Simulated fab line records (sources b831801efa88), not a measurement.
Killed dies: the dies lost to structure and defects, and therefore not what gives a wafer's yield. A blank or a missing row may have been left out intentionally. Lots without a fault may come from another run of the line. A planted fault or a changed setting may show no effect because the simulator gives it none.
Check for tools in common | flow gf180mcu | 13 lots, 39 wafers sampled

## THE REASON FOR OPENING IT
On 2 of the 13 lots, a flag is raised at GF_HV_LDD_CD_MEAS_46 on the reading cdNm. Fault-free wafers read 397.5 nm, with a standard deviation of 2.3.
Rule: a lot gets a flag if all its wafers with a number sit over 4 standard deviations from that mean, or if no wafer of it has a number. The rest of the lots are taken to be sound.

lot  | measured     | on       | cdNm (nm), wafer by wafer | flag
L756 | day 13 04:17 | cdSem-01 | 400.8 398.5 399.3         | 
L758 | day 13 17:44 | cdSem-01 | 398.0 399.1 398.3         | 
L762 | day 14 09:35 | cdSem-01 | 392.6 394.8 398.2         | 
L761 | day 14 12:22 | cdSem-01 | 396.4 397.8 394.9         | 
L764 | day 15 00:02 | cdSem-01 | 399.9 398.9 398.2         | 
L763 | day 15 05:38 | cdSem-01 | 385.0 386.2 385.4         | FLAGGED
L766 | day 15 15:20 | cdSem-02 | 383.1 382.0 383.7         | FLAGGED
L769 | day 16 16:45 | cdSem-02 | 392.9 393.8 394.1         | 
L774 | day 18 07:05 | cdSem-01 | 403.4 402.7 404.4         | 
L776 | day 19 01:49 | cdSem-02 | 397.3 396.8 398.8         | 
L777 | day 19 05:58 | cdSem-01 | 399.0 397.6 395.7         | 
L778 | day 19 13:57 | cdSem-02 | 395.3 397.6 397.7         | 
L779 | day 19 19:06 | cdSem-02 | 392.8 397.1 396.3         | 
The mean of the flagged lots' numbers is 384.2 nm, -13.3 nm from the usual (-6 standard deviations).

## EACH LOT AND THE TOOL IT RAN ON
The record keeps 1 process step preceding the reading, out of 602 steps on the route. Every cell lists first the tool, next ch and the chambers used by the sampled wafers, and last the start.
lot  | flag    | GF_HV_LDD_COAT_41
L756 |         | lithoTrack-03 ch 0, day 12 18:50
L758 |         | lithoTrack-03 ch 0, day 13 08:14
L762 |         | lithoTrack-01 ch 0, day 13 23:41
L761 |         | lithoTrack-01 ch 0, day 14 01:55
L764 |         | lithoTrack-01 ch 0, day 14 13:44
L763 | FLAGGED | lithoTrack-01 ch 0, day 14 18:23
L766 | FLAGGED | lithoTrack-01 ch 0, day 15 04:08
L769 |         | lithoTrack-02 ch 0, day 16 06:13
L774 |         | lithoTrack-02 ch 0, day 17 19:23
L776 |         | lithoTrack-02 ch 0, day 18 13:16
L777 |         | lithoTrack-03 ch 0, day 18 17:28
L778 |         | lithoTrack-02 ch 0, day 19 01:13
L779 |         | lithoTrack-01 ch 0, day 19 07:01
What these steps do:
- GF_HV_LDD_COAT_41: resist thk 1000 nm.
- GF_HV_LDD_CD_MEAS_46: target cd 400 nm.

## FLAGGED OVER TOTAL, TOOL BY TOOL (the gauges that took the reading come last)
step                 | tool          | lots run | flagged | share of the flagged lots | sound lots run after its first flagged lot
GF_HV_LDD_COAT_41    | lithoTrack-01 | 6        | 2       | all                       | 1 (L779)
GF_HV_LDD_COAT_41    | lithoTrack-02 | 4        | 0       | none                      | -
GF_HV_LDD_COAT_41    | lithoTrack-03 | 3        | 0       | none                      | -
GF_HV_LDD_CD_MEAS_46 | cdSem-01      | 8        | 1       | some                      | 2 (L774,L777)
GF_HV_LDD_CD_MEAS_46 | cdSem-02      | 5        | 1       | some                      | 4 (L769,L776,L778,L779)

## WHAT THE TABLE ALLOWS
Rows of the table that ran each flagged lot: 1, that is lithoTrack-01 at GF_HV_LDD_COAT_41.
- lithoTrack-01 at GF_HV_LDD_COAT_41 ran 6 lots, 2 of them flagged. Lots that were sound ran on it after the first flagged one (L779); a persistent fault on the entire tool would not allow that. Its own readings (spinSpeedRpm) fall more than 4 standard deviations out on all wafers of the flagged lots.
Every row of the table either missed a flagged lot or ran a sound lot after the first.

## WHAT HAD BEEN PUT IN BY THE SIMULATOR
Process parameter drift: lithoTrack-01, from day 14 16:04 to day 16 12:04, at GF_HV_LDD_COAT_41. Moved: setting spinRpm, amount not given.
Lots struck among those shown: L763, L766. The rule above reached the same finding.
